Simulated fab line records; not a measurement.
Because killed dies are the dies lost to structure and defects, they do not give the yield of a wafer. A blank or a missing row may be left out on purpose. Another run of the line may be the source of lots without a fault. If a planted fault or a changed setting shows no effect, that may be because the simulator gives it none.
Which tool was responsible?	flow sfq_line	14 lots, 42 wafers sampled, at 3 steps of a route of 325

## WHAT EACH GAUGE READ, for each wafer
SFQ_I2_BOW_MEAS_917.
lot	measured	on	I2_BOW (um)
L252	day 38 01:05	film_metro-03	-5 3 -6
L253	day 38 09:05	film_metro-03	0 5 1
L254	day 39 00:07	film_metro-04	11 14 -2
L255	day 39 04:05	film_metro-04	2 4 8
L258	day 40 06:11	film_metro-04	4 6 2
L262	day 41 12:25	film_metro-04	12 23 17
L264	day 42 05:11	film_metro-04	-1 -3 -14
L265	day 42 11:22	film_metro-02	22 23 7
L268	day 43 11:19	film_metro-02	6 -8 3
L269	day 43 22:49	film_metro-04	3 -7 -2
L270	day 44 11:50	film_metro-02	7 22 10
L271	day 45 08:50	film_metro-02	-5 -6 -1
L274	day 46 07:41	film_metro-02	-14 -8 -11
L275	day 46 17:39	film_metro-03	-9 -15 1

SFQ_M4_RS_MEAS_924: measures by four-point-probe.
lot	measured	on	M4_NB_RS (ohm/sq)
L252	day 44 02:28	film_metro-04	0.881 0.886 0.879
L253	day 44 08:22	film_metro-02	0.899 0.905 0.904
L254	day 50 17:49	film_metro-01	0.892 0.889 0.883
L255	day 51 03:23	film_metro-01	0.885 0.880 0.891
L258	day 52 09:41	film_metro-04	0.887 0.892 0.894
L262	day 53 14:30	film_metro-01	0.878 0.876 0.893
L264	day 54 06:49	film_metro-01	0.884 0.886 0.879
L265	day 54 08:34	film_metro-04	0.884 0.887 0.878
L268	day 55 16:23	film_metro-02	0.886 0.892 0.888
L269	day 56 01:32	film_metro-01	0.908 0.902 0.904
L270	day 56 14:16	film_metro-04	0.908 0.913 0.902
L271	day 57 02:50	film_metro-02	0.890 0.892 0.894
L274	day 58 03:12	film_metro-04	0.893 0.898 0.892
L275	day 58 13:29	film_metro-01	0.908 0.906 0.904

## WHICH TOOL RAN EACH LOT (tool, then ch and the chambers of the sampled wafers, then the start)
lot	SFQ_TRILAYER_I3_METRO_MEASURE_083
L252	film_metro-02, day 43 21:56
L253	film_metro-01, day 44 01:56
L254	film_metro-01, day 44 22:26
L255	film_metro-03, day 45 05:57
L258	film_metro-02, day 46 12:21
L262	film_metro-02, day 47 14:32
L264	film_metro-02, day 48 08:11
L265	film_metro-02, day 48 17:11
L268	film_metro-01, day 55 11:51
L269	film_metro-03, day 55 21:01
L270	film_metro-03, day 56 09:11
L271	film_metro-03, day 56 22:10
L274	film_metro-03, day 57 23:12
L275	film_metro-03, day 58 07:48
- SFQ_TRILAYER_I3_METRO_MEASURE_083

## AS READ BY THE TOOLS THEMSELVES (means over the sampled wafers that have a number; for cases with no such wafer, the mark the record gives instead)
SFQ_TRILAYER_I3_METRO_MEASURE_083.
lot	tool	thk_nm (nm)
L252	film_metro-02	199.2
L253	film_metro-01	198.8
L254	film_metro-01	197.1
L255	film_metro-03	197.4
L258	film_metro-02	202.6
L262	film_metro-02	202.5
L264	film_metro-02	203.0
L265	film_metro-02	201.9
L268	film_metro-01	197.9
L269	film_metro-03	196.7
L270	film_metro-03	198.1
L271	film_metro-03	199.2
L274	film_metro-03	198.4
L275	film_metro-03	197.3

## THE ANSWER, worked out from the rows above alone
Rule: what is usual is taken from the lots themselves. The widest of any qualifying gaps counts: lots, ordered by their means at a reading, are off when they make up no more than a third of the lots, leave a main group of 4 or more, and stand apart from it by 3 or more times the standard deviation of that group's means. The tables above print the reading to a certain number of digits; a main group whose means all agree to those digits is not used. A lot without any number at a reading at which 4 lots or more have one is off too. Any other lot the step has rows for is counted as sound. First the gauges in route order, then the tools' own readings, where a lot's mean is used as printed above. At the first step where some lot is off, the reading lying furthest off is the one used; lots without a number count as furthest.
Off: L258, L262, L264, L265 (SFQ_TRILAYER_I3_METRO_MEASURE_083, thk_nm). The main group: mean 198.0 nm, standard deviation 0.84.
A tool fits if, at that step or a process step before it, it ran every lot that is off, and no sound lot after the first of them. One candidate fits, namely film_metro-02 at SFQ_TRILAYER_I3_METRO_MEASURE_083. A fault onset in the window from L252 (day 43 21:56, its last sound lot) to L258 (day 46 12:21, its first lot off) fits.
The tool's own readings at SFQ_TRILAYER_I3_METRO_MEASURE_083 bear it out: on the lots that are off they differ by more than 5 times the standard deviation of the sound lots' means. thk_nm reads 202.5 nm there against 198.0 nm on the sound lots.

## WHAT THE SIMULATOR HAD PUT IN
Metrology matching offset: film_metro-02, from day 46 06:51 on, at SFQ_TRILAYER_I3_METRO_MEASURE_083. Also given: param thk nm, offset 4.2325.
Shown lots that were struck: L258, L262, L264, L265. The rule given above showed the same thing.
